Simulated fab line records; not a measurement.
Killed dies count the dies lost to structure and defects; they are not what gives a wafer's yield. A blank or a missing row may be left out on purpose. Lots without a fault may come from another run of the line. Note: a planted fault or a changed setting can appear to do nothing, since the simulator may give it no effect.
fab line records	flow gf180mcu
record lots=24	wafers=72	lastDay=36
route steps=602 shown PSD@263 CONTACT@302 V1@339 M2@363
lots that met no fault: from a run of the same line without faults
startH: hours from the record's opening day to when the first of the lot's shown wafers began	waitH: hours elapsed since this lot's preceding step	" identical to the entry in the row above	L1.1+2: a single row standing in for several wafers	- either no value or no given start	* or withheld: withheld	< > ~ a bound
route shown NAME@n: a module of which the file shows steps, and the number in the route of the first	usual: the fault-free wafers' mean and standard deviation	same: alike in all rows	chamber/n: place in a boat	sites: per-site readings	_std_site: the values' standard deviation	_edge_site: the outer-site mean with the inner-site mean subtracted	radiusMm: how far each site lies from the wafer's centre	mask NAME#n: copy n	behind: tool/chamber where the wafer was last shaped	hold: what put the lot on hold/how long, in hours/how the hold closed	device: names the non-switching transistor (n, p or np)	end of line: the tests these same wafers got at the end of their route	a step without rows: its recipe alone	killed: dies lost to structure and defects at the first sort, not the wafer's yield	map: the dies of a wafer, with x for killed, . for not killed, _ for no die there
set.NAME: the run value of the setting; set.NAME@STEP: its run value at that earlier step	model.NAME: the simulator's own value behind a step, which no gauge read
a sample of lots followed through the steps of the route, with each step as a table and each wafer as a row
services: from which hour (startH, from the record's first day; less than 0 if before it) a tool's chamber was out of use, for how many hours, and why
## steps
# step GF_PSD_RS_MEAS_15
# recipe thkMeasGauge=four-point-probe
# usual PSD_RS=108.6/0.3
lot.wafer	tool	chamber	startH	waitH	PSD_RS[ohm/sq]
L074.1	filmMetro-02	-	356.88	0.1	108.2
L074.3	"	-	"	"	108.0
L074.4	"	-	"	"	108.0
L075.1	filmMetro-01	-	368.97	0.1	108.5
L075.2	"	-	"	"	108.5
L075.3	"	-	"	"	108.6
L076.1	filmMetro-02	-	372.23	0.1	108.6
L076.2	"	-	"	"	108.9
L076.5	"	-	"	"	108.8
L077.2	filmMetro-04	-	386.14	0.1	108.8
L077.4	"	-	"	"	109.2
L077.5	"	-	"	"	109.0
L078.2	filmMetro-01	-	396.49	0.1	109.1
L078.3	"	-	"	"	108.8
L078.6	"	-	"	"	109.1
L079.2	filmMetro-04	-	405.04	0.1	108.4
L079.4	"	-	"	"	108.4
L079.6	"	-	"	"	108.1
L080.1	filmMetro-02	-	409.72	0.1	108.2
L080.2	"	-	"	"	108.3
L080.5	"	-	"	"	108.0
L081.2	filmMetro-04	-	416.41	0.1	108.8
L081.3	"	-	"	"	108.6
L081.6	"	-	"	"	108.4
L082.1	filmMetro-01	-	426.22	0.1	108.7
L082.2	"	-	"	"	108.6
L082.4	"	-	"	"	108.6
L083.2	filmMetro-01	-	432.09	0.1	108.7
L083.5	"	-	"	"	108.7
L083.6	"	-	"	"	108.8
L084.1	filmMetro-01	-	438.98	0.1	108.6
L084.4	"	-	"	"	108.8
L084.5	"	-	"	"	108.9
L085.3	filmMetro-02	-	446.78	0.1	108.1
L085.4	"	-	"	"	108.3
L085.6	"	-	"	"	108.5
L086.2	filmMetro-04	-	461.89	0.1	108.5
L086.3	"	-	"	"	108.3
L086.6	"	-	"	"	108.5
L087.2	filmMetro-04	-	467.30	0.1	108.8
L087.3	"	-	"	"	108.6
L087.4	"	-	"	"	108.8
L088.1	filmMetro-01	-	471.68	0.1	109.3
L088.2	"	-	"	"	109.0
L088.5	"	-	"	"	109.1
L089.1	filmMetro-04	-	479.12	0.1	108.6
L089.2	"	-	"	"	108.6
L089.4	"	-	"	"	109.1
L090.2	filmMetro-04	-	490.10	0.1	108.2
L090.5	"	-	"	"	108.5
L090.6	"	-	"	"	108.2
L091.1	filmMetro-02	-	500.67	0.1	108.3
L091.2	"	-	"	"	108.7
L091.6	"	-	"	"	108.4
L092.4	filmMetro-04	-	508.93	0.1	108.2
L092.5	"	-	"	"	108.6
L092.6	"	-	"	"	108.4
L093.2	filmMetro-04	-	511.00	0.1	108.2
L093.3	"	-	"	"	108.2
L093.5	"	-	"	"	108.3
L094.2	filmMetro-02	-	516.94	0.1	108.8
L094.4	"	-	"	"	108.5
L094.6	"	-	"	"	108.5
L095.2	filmMetro-01	-	525.15	0.1	109.0
L095.5	"	-	"	"	108.8
L095.6	"	-	"	"	109.1
L096.4	filmMetro-04	-	534.93	0.1	108.7
L096.5	"	-	"	"	108.7
L096.6	"	-	"	"	108.7
L097.3	filmMetro-04	-	535.21	0.1	108.7
L097.4	"	-	"	"	108.8
L097.6	"	-	"	"	108.5
# step GF_CONTACT_OVL_MEAS_15
# usual CONTACT_OVL=-1/5.6
lot.wafer	tool	chamber	startH	waitH	CONTACT_OVL[nm]
L074.1	overlay-02	-	407.12	0.1	1
L074.3	"	-	"	"	0
L074.4	"	-	"	"	-1
L075.1	overlay-01	-	419.32	0.1	-1
L075.2	"	-	"	"	-5
L075.3	"	-	"	"	-8
L076.1	overlay-02	-	423.62	0.1	1
L076.2	"	-	"	"	-4
L076.5	"	-	"	"	-5
L077.2	overlay-02	-	437.28	0.1	-7
L077.4	"	-	"	"	-5
L077.5	"	-	"	"	2
L078.2	overlay-01	-	449.13	0.1	1
L078.3	"	-	"	"	3
L078.6	"	-	"	"	7
L079.2	overlay-01	-	461.79	0.1	-3
L079.4	"	-	"	"	-11
L079.6	"	-	"	"	-3
L080.1	overlay-01	-	463.22	0.1	-1
L080.2	"	-	"	"	1
L080.5	"	-	"	"	2
L081.2	overlay-02	-	470.53	0.1	-12
L081.3	"	-	"	"	-9
L081.6	"	-	"	"	-8
L082.1	overlay-02	-	479.12	0.1	-7
L082.2	"	-	"	"	-3
L082.4	"	-	"	"	-2
L083.2	overlay-01	-	485.48	0.1	2
L083.5	"	-	"	"	-3
L083.6	"	-	"	"	-1
L084.1	overlay-02	-	492.02	0.1	-14
L084.4	"	-	"	"	-5
L084.5	"	-	"	"	-14
L085.3	overlay-02	-	498.13	0.1	-6
L085.4	"	-	"	"	-2
L085.6	"	-	"	"	-4
L086.2	overlay-01	-	514.14	0.1	0
L086.3	"	-	"	"	9
L086.6	"	-	"	"	0
L087.2	overlay-01	-	518.88	0.1	12
L087.3	"	-	"	"	12
L087.4	"	-	"	"	6
L088.1	overlay-01	-	526.62	0.1	6
L088.2	"	-	"	"	15
L088.5	"	-	"	"	11
L089.1	overlay-01	-	530.44	0.1	6
L089.2	"	-	"	"	10
L089.4	"	-	"	"	1
L090.2	overlay-02	-	541.53	0.1	-1
L090.5	"	-	"	"	-1
L090.6	"	-	"	"	-5
L091.1	overlay-02	-	551.44	0.1	-13
L091.2	"	-	"	"	-1
L091.6	"	-	"	"	-1
L092.4	overlay-02	-	559.49	0.1	-4
L092.5	"	-	"	"	-7
L092.6	"	-	"	"	0
L093.2	overlay-01	-	560.79	0.1	-1
L093.3	"	-	"	"	1
L093.5	"	-	"	"	-4
L094.2	overlay-01	-	567.96	0.1	-13
L094.4	"	-	"	"	-9
L094.6	"	-	"	"	-1
L095.2	overlay-02	-	575.28	0.1	3
L095.5	"	-	"	"	-9
L095.6	"	-	"	"	0
L096.4	overlay-02	-	583.94	0.1	-1
L096.5	"	-	"	"	-2
L096.6	"	-	"	"	1
L097.3	overlay-01	-	583.95	0.1	-4
L097.4	"	-	"	"	-3
L097.6	"	-	"	"	-6
# step GF_CONTACT_SPUTTER_22
# recipe material=Ti	targetThkNm=15	chamberPressurePa=5	powerW=2500	substrateTempC=200	timeS=80.02
# usual throttleValvePct=29.5/1.2
lot.wafer	tool	chamber	startH	waitH	throttleValvePct
L074.1	pvdSputter-02	-	407.62	0.0	27.5
L074.3	"	-	"	"	30.3
L074.4	"	-	"	"	29.3
L075.1	pvdSputter-03	-	419.82	0.0	29.4
L075.2	"	-	"	"	27.8
L075.3	"	-	"	"	30.1
L076.1	pvdSputter-02	-	424.12	0.0	27.3
L076.2	"	-	"	"	29.9
L076.5	"	-	"	"	27.5
L077.2	pvdSputter-04	-	437.77	0.0	32.3
L077.4	"	-	"	"	28.5
L077.5	"	-	"	"	31.2
L078.2	pvdSputter-02	-	449.63	0.0	30.2
L078.3	"	-	"	"	29.1
L078.6	"	-	"	"	30.2
L079.2	pvdSputter-04	-	462.29	0.0	31.1
L079.4	"	-	"	"	31.9
L079.6	"	-	"	"	28.7
L080.1	pvdSputter-02	-	463.73	0.0	30.0
L080.2	"	-	"	"	27.7
L080.5	"	-	"	"	30.3
L081.2	pvdSputter-02	-	471.02	0.0	27.3
L081.3	"	-	"	"	30.1
L081.6	"	-	"	"	30.1
L082.1	pvdSputter-04	-	479.63	0.0	28.3
L082.2	"	-	"	"	29.3
L082.4	"	-	"	"	30.7
L083.2	pvdSputter-03	-	485.98	0.0	29.5
L083.5	"	-	"	"	29.2
L083.6	"	-	"	"	30.1
L084.1	pvdSputter-04	-	492.52	0.0	29.6
L084.4	"	-	"	"	32.2
L084.5	"	-	"	"	29.4
L085.3	pvdSputter-03	-	498.63	0.0	29.4
L085.4	"	-	"	"	29.5
L085.6	"	-	"	"	29.7
L086.2	pvdSputter-03	-	514.63	0.0	29.6
L086.3	"	-	"	"	29.6
L086.6	"	-	"	"	27.8
L087.2	pvdSputter-02	-	519.37	0.0	27.5
L087.3	"	-	"	"	29.4
L087.4	"	-	"	"	30.2
L088.1	pvdSputter-02	-	527.12	0.0	27.5
L088.2	"	-	"	"	30.0
L088.5	"	-	"	"	30.4
L089.1	pvdSputter-03	-	530.94	0.0	29.5
L089.2	"	-	"	"	27.8
L089.4	"	-	"	"	29.8
L090.2	pvdSputter-02	-	542.02	0.0	30.0
L090.5	"	-	"	"	29.4
L090.6	"	-	"	"	30.0
L091.1	pvdSputter-04	-	551.93	0.0	28.6
L091.2	"	-	"	"	29.6
L091.6	"	-	"	"	28.4
L092.4	pvdSputter-02	-	559.98	0.0	29.6
L092.5	"	-	"	"	30.4
L092.6	"	-	"	"	27.5
L093.2	pvdSputter-04	-	561.29	0.0	29.4
L093.3	"	-	"	"	28.6
L093.5	"	-	"	"	31.1
L094.2	pvdSputter-03	-	568.46	0.0	29.4
L094.4	"	-	"	"	27.7
L094.6	"	-	"	"	29.5
L095.2	pvdSputter-04	-	575.78	0.0	31.0
L095.5	"	-	"	"	31.0
L095.6	"	-	"	"	29.4
L096.4	pvdSputter-03	-	584.42	0.0	27.6
L096.5	"	-	"	"	29.6
L096.6	"	-	"	"	28.0
L097.3	pvdSputter-04	-	584.43	0.0	29.0
L097.4	"	-	"	"	28.5
L097.6	"	-	"	"	31.0
# step GF_V1_CMP_04
# recipe material=SiO2	downForcePsi=4	platenRpm=60	padVelocityMS=0.94248
# usual headPressurePsi=4.000/0.0086	motorCurrentA=11.5/0.73	slurryFlowMlMin=149.9/0.44	timeToEndpointS=77/8.5
lot.wafer	tool	chamber	startH	waitH	headPressurePsi	motorCurrentA	slurryFlowMlMin	timeToEndpointS
L074.1	cmp-01	3	435.02	0.1	3.992	12.6	149.4	85
L074.3	"	0	"	"	3.988	11.7	150.4	72
L074.4	"	1	"	"	4.000	11.1	149.6	73
L075.3	cmp-02	0	448.11	0.0	3.990	12.1	149.5	59
L075.1	"	1	"	"	3.991	11.1	149.5	76
L075.2	"	2	"	"	3.993	10.9	150.0	73
L076.2	cmp-02	2	451.47	0.0	4.022	10.9	149.8	62
L076.1	"	1	"	"	3.985	10.8	149.9	82
L076.5	"	2	"	"	4.005	10.7	150.5	69
L077.2	cmp-01	2	465.29	0.0	3.997	11.0	149.8	85
L077.4	"	0	"	"	3.996	11.9	149.6	81
L077.5	"	3	"	"	3.998	12.7	149.3	103
L078.2	cmp-01	2	476.85	0.0	3.998	11.7	150.1	88
L078.3	"	1	"	"	4.008	11.3	150.3	74
L078.6	"	2	"	"	4.000	11.5	150.4	87
L079.2	cmp-02	3	489.58	0.1	4.007	11.1	150.2	69
L079.4	"	0	"	"	4.001	11.9	149.0	78
L079.6	"	2	"	"	3.993	10.8	149.9	70
L080.2	cmp-01	2	491.57	0.1	4.007	12.4	149.9	78
L080.1	"	0	"	"	4.002	11.9	150.3	87
L080.5	"	2	"	"	3.991	12.2	149.6	88
L081.3	cmp-01	2	497.81	0.1	4.008	11.7	149.4	80
L081.2	"	0	"	"	3.991	11.9	149.4	79
L081.6	"	1	"	"	4.005	10.7	149.4	80
L082.2	cmp-02	1	507.32	0.0	3.999	10.4	149.6	73
L082.4	"	2	"	"	4.002	10.3	149.8	70
L082.1	"	0	"	"	4.012	12.2	149.3	64
L083.2	cmp-02	1	511.79	0.0	3.996	11.0	149.8	77
L083.5	"	1	"	"	4.008	11.3	150.4	78
L083.6	"	2	"	"	3.992	10.6	149.9	72
L084.4	cmp-01	2	519.64	0.0	4.006	12.2	149.2	93
L084.1	"	3	"	"	3.990	12.3	149.9	83
L084.5	"	3	"	"	4.003	13.0	149.8	92
L085.4	cmp-01	0	525.82	0.1	3.986	12.6	149.7	79
L085.3	"	1	"	"	3.994	11.7	150.3	76
L085.6	"	2	"	"	4.008	12.0	150.3	81
L086.3	cmp-01	1	540.37	0.1	4.003	11.5	150.4	69
L086.2	"	2	"	"	4.009	12.4	149.8	76
L086.6	"	0	"	"	3.979	11.9	150.8	80
L087.3	cmp-02	3	545.43	0.0	3.987	11.4	149.8	72
L087.2	"	0	"	"	3.993	12.1	149.8	71
L087.4	"	1	"	"	4.014	10.9	150.8	78
L088.2	cmp-02	3	553.31	0.1	3.999	11.4	149.7	71
L088.1	"	0	"	"	3.991	11.3	150.1	66
L088.5	"	1	"	"	3.993	10.6	149.5	82
L089.2	cmp-01	1	556.69	0.1	4.006	11.1	150.4	76
L089.4	"	2	"	"	4.001	11.2	149.9	78
L089.1	"	3	"	"	3.998	12.9	150.6	72
L090.2	cmp-02	0	568.31	0.1	4.021	11.9	149.9	72
L090.5	"	2	"	"	3.990	10.7	150.5	76
L090.6	"	3	"	"	3.991	11.4	150.5	86
L091.1	cmp-02	2	577.37	0.1	4.015	10.9	150.2	64
L091.2	"	1	"	"	3.997	10.3	149.9	72
L091.6	"	2	"	"	3.997	10.4	150.0	78
L092.4	cmp-02	3	585.21	0.0	4.005	11.1	148.9	72
L092.5	"	3	"	"	3.994	10.8	149.8	72
L092.6	"	0	"	"	3.990	11.5	149.4	82
L093.3	cmp-01	2	586.98	0.1	3.997	12.4	149.7	81
L093.2	"	3	"	"	3.999	12.7	149.3	91
L093.5	"	1	"	"	4.013	11.1	150.1	86
L094.2	cmp-01	2	593.94	0.1	4.007	12.1	149.9	68
L094.4	"	0	"	"	4.010	12.5	150.0	68
L094.6	"	2	"	"	3.987	11.6	149.8	72
L095.2	cmp-02	0	600.87	0.1	4.002	11.7	149.8	65
L095.6	"	3	"	"	3.991	11.1	149.9	73
L095.5	"	0	"	"	3.999	11.6	149.5	77
L096.4	cmp-01	0	609.01	0.1	4.003	12.0	150.6	73
L096.6	"	3	"	"	4.013	12.6	150.8	80
L096.5	"	0	"	"	3.996	12.0	150.2	81
L097.3	cmp-02	2	609.23	0.2	3.991	10.3	150.3	66
L097.4	"	3	"	"	4.000	10.2	150.4	77
L097.6	"	2	"	"	3.994	10.2	150.0	67
# step GF_V1_SPUTTER_21
# recipe material=Ti	targetThkNm=15	chamberPressurePa=5	powerW=2500	substrateTempC=200	timeS=80.02
# usual throttleValvePct=29.5/1.1
lot.wafer	tool	chamber	startH	waitH	throttleValvePct
L074.1	pvdSputter-02	-	462.32	0.0	30.0
L074.3	"	-	"	"	30.4
L074.4	"	-	"	"	27.6
L075.1	pvdSputter-01	-	474.95	0.0	30.6
L075.2	"	-	"	"	30.3
L075.3	"	-	"	"	28.9
L076.1	pvdSputter-01	-	478.28	0.0	30.5
L076.2	"	-	"	"	30.1
L076.5	"	-	"	"	30.6
L077.2	pvdSputter-01	-	491.72	0.0	28.8
L077.4	"	-	"	"	30.3
L077.5	"	-	"	"	30.3
L078.2	pvdSputter-02	-	503.53	0.0	29.6
L078.3	"	-	"	"	27.5
L078.6	"	-	"	"	27.4
L079.2	pvdSputter-03	-	516.02	0.0	29.6
L079.4	"	-	"	"	29.7
L079.6	"	-	"	"	27.6
L080.1	pvdSputter-02	-	517.73	0.0	30.2
L080.2	"	-	"	"	30.1
L080.5	"	-	"	"	27.4
L081.2	pvdSputter-01	-	523.72	0.0	30.1
L081.3	"	-	"	"	30.5
L081.6	"	-	"	"	30.7
L082.1	pvdSputter-03	-	532.79	0.0	27.7
L082.2	"	-	"	"	29.8
L082.4	"	-	"	"	29.6
L083.2	pvdSputter-03	-	537.77	0.0	29.6
L083.5	"	-	"	"	29.8
L083.6	"	-	"	"	27.8
L084.1	pvdSputter-02	-	544.98	0.0	30.1
L084.4	"	-	"	"	27.5
L084.5	"	-	"	"	30.2
L085.3	pvdSputter-02	-	551.13	0.0	27.3
L085.4	"	-	"	"	30.1
L085.6	"	-	"	"	30.3
L086.2	pvdSputter-03	-	564.97	0.0	29.6
L086.3	"	-	"	"	27.7
L086.6	"	-	"	"	29.6
L087.2	pvdSputter-02	-	570.83	0.0	30.3
L087.3	"	-	"	"	29.5
L087.4	"	-	"	"	27.7
L088.1	pvdSputter-01	-	578.70	0.0	30.1
L088.2	"	-	"	"	29.0
L088.5	"	-	"	"	28.6
L089.1	pvdSputter-01	-	581.42	0.0	28.8
L089.2	"	-	"	"	30.7
L089.4	"	-	"	"	30.6
L090.2	pvdSputter-02	-	592.74	0.0	30.5
L090.5	"	-	"	"	27.0
L090.6	"	-	"	"	30.5
L091.1	pvdSputter-01	-	602.00	0.0	29.7
L091.2	"	-	"	"	30.6
L091.6	"	-	"	"	30.1
L092.4	pvdSputter-03	-	609.53	0.0	29.4
L092.5	"	-	"	"	29.9
L092.6	"	-	"	"	29.9
L093.2	pvdSputter-01	-	611.08	0.0	30.7
L093.3	"	-	"	"	28.6
L093.5	"	-	"	"	30.7
L094.2	pvdSputter-03	-	617.67	0.0	29.6
L094.4	"	-	"	"	27.7
L094.6	"	-	"	"	29.6
L095.2	pvdSputter-03	-	624.33	0.0	30.0
L095.5	"	-	"	"	27.5
L095.6	"	-	"	"	29.8
L096.4	pvdSputter-03	-	632.53	0.0	29.9
L096.5	"	-	"	"	29.6
L096.6	"	-	"	"	29.4
L097.3	pvdSputter-02	-	633.12	0.0	29.7
L097.4	"	-	"	"	30.2
L097.6	"	-	"	"	27.5
# step GF_M2_SPUTTER_01
# recipe material=TiN	targetThkNm=30	powerW=6500	timeS=25	chamberPressurePa=0.4
# usual throttleValvePct=29.9/1.1
lot.wafer	tool	chamber	startH	waitH	throttleValvePct
L074.1	pvdSputter-04	-	463.11	0.1	29.3
L074.3	"	-	"	"	30.9
L074.4	"	-	"	"	28.8
L075.1	pvdSputter-04	-	475.74	0.1	29.3
L075.2	"	-	"	"	28.5
L075.3	"	-	"	"	32.1
L076.1	pvdSputter-03	-	479.07	0.1	29.7
L076.2	"	-	"	"	29.5
L076.5	"	-	"	"	29.3
L077.2	pvdSputter-03	-	492.51	0.1	29.9
L077.4	"	-	"	"	27.6
L077.5	"	-	"	"	29.6
L078.2	pvdSputter-04	-	504.32	0.1	31.0
L078.3	"	-	"	"	29.4
L078.6	"	-	"	"	30.8
L079.2	pvdSputter-01	-	516.81	0.1	30.0
L079.4	"	-	"	"	30.5
L079.6	"	-	"	"	30.7
L080.1	pvdSputter-03	-	518.52	0.1	27.9
L080.2	"	-	"	"	29.8
L080.5	"	-	"	"	29.6
L081.2	pvdSputter-04	-	524.51	0.1	31.0
L081.3	"	-	"	"	28.9
L081.6	"	-	"	"	32.2
L082.1	pvdSputter-01	-	533.58	0.1	30.4
L082.2	"	-	"	"	30.0
L082.4	"	-	"	"	28.8
L083.2	pvdSputter-01	-	538.56	0.1	30.2
L083.5	"	-	"	"	30.6
L083.6	"	-	"	"	29.1
L084.1	pvdSputter-04	-	545.87	0.1	31.0
L084.4	"	-	"	"	28.6
L084.5	"	-	"	"	29.4
L085.3	pvdSputter-01	-	551.92	0.1	30.7
L085.4	"	-	"	"	28.5
L085.6	"	-	"	"	30.6
L086.2	pvdSputter-01	-	565.76	0.1	30.4
L086.3	"	-	"	"	28.8
L086.6	"	-	"	"	29.8
L087.2	pvdSputter-04	-	571.62	0.1	29.3
L087.3	"	-	"	"	31.9
L087.4	"	-	"	"	28.6
L088.1	pvdSputter-03	-	579.49	0.1	29.8
L088.2	"	-	"	"	29.7
L088.5	"	-	"	"	29.8
L089.1	pvdSputter-03	-	582.21	0.1	29.9
L089.2	"	-	"	"	27.8
L089.4	"	-	"	"	29.4
L090.2	pvdSputter-01	-	593.53	0.1	30.6
L090.5	"	-	"	"	30.6
L090.6	"	-	"	"	30.8
L091.1	pvdSputter-01	-	602.79	0.1	29.9
L091.2	"	-	"	"	30.5
L091.6	"	-	"	"	30.6
L092.4	pvdSputter-04	-	610.32	0.1	31.3
L092.5	"	-	"	"	32.1
L092.6	"	-	"	"	29.0
L093.2	pvdSputter-04	-	611.87	0.1	32.2
L093.3	"	-	"	"	29.4
L093.5	"	-	"	"	31.6
L094.2	pvdSputter-01	-	618.46	0.1	30.4
L094.4	"	-	"	"	29.0
L094.6	"	-	"	"	30.5
L095.2	pvdSputter-04	-	625.12	0.1	31.1
L095.5	"	-	"	"	31.8
L095.6	"	-	"	"	29.4
L096.4	pvdSputter-04	-	633.32	0.1	29.3
L096.5	"	-	"	"	31.2
L096.6	"	-	"	"	28.8
L097.3	pvdSputter-03	-	633.91	0.1	28.2
L097.4	"	-	"	"	29.8
L097.6	"	-	"	"	29.9
## services
tool	chamber	startH	hours	kind
pvdSputter-04	1	394.10	-	consumableReplace:kit
pvdSputter-04	1	394.10	18.0	scheduledDown
cmp-02	-	404.00	4.0	pm
cmp-02	-	411.17	4.6	pm
cmp-01	-	419.88	5.5	pm
pvdSputter-02	-	428.06	11.3	repair
cmp-02	-	429.15	1.3	repair
pvdSputter-02	-	438.24	3.4	repair
pvdSputter-02	-	440.10	2.0	repair
pvdSputter-03	-	453.63	18.5	repair
cmp-01	-	469.21	1.3	repair
pvdSputter-02	-	476.50	1.9	repair
cmp-01	-	495.85	0.4	repair
cmp-02	-	500.16	5.2	pm
cmp-01	-	505.47	6.8	pm
cmp-01	-	517.13	1.2	repair
pvdSputter-03	-	541.39	17.5	repair
pvdSputter-04	-	567.00	1.2	repair
cmp-01	-	569.28	4.2	repair
cmp-01	-	573.50	4.0	pm
cmp-02	-	592.76	0.5	repair
pvdSputter-04	-	615.24	5.2	repair
cmp-02	-	617.86	0.6	repair
pvdSputter-01	-	624.66	13.4	repair
## key
fault none
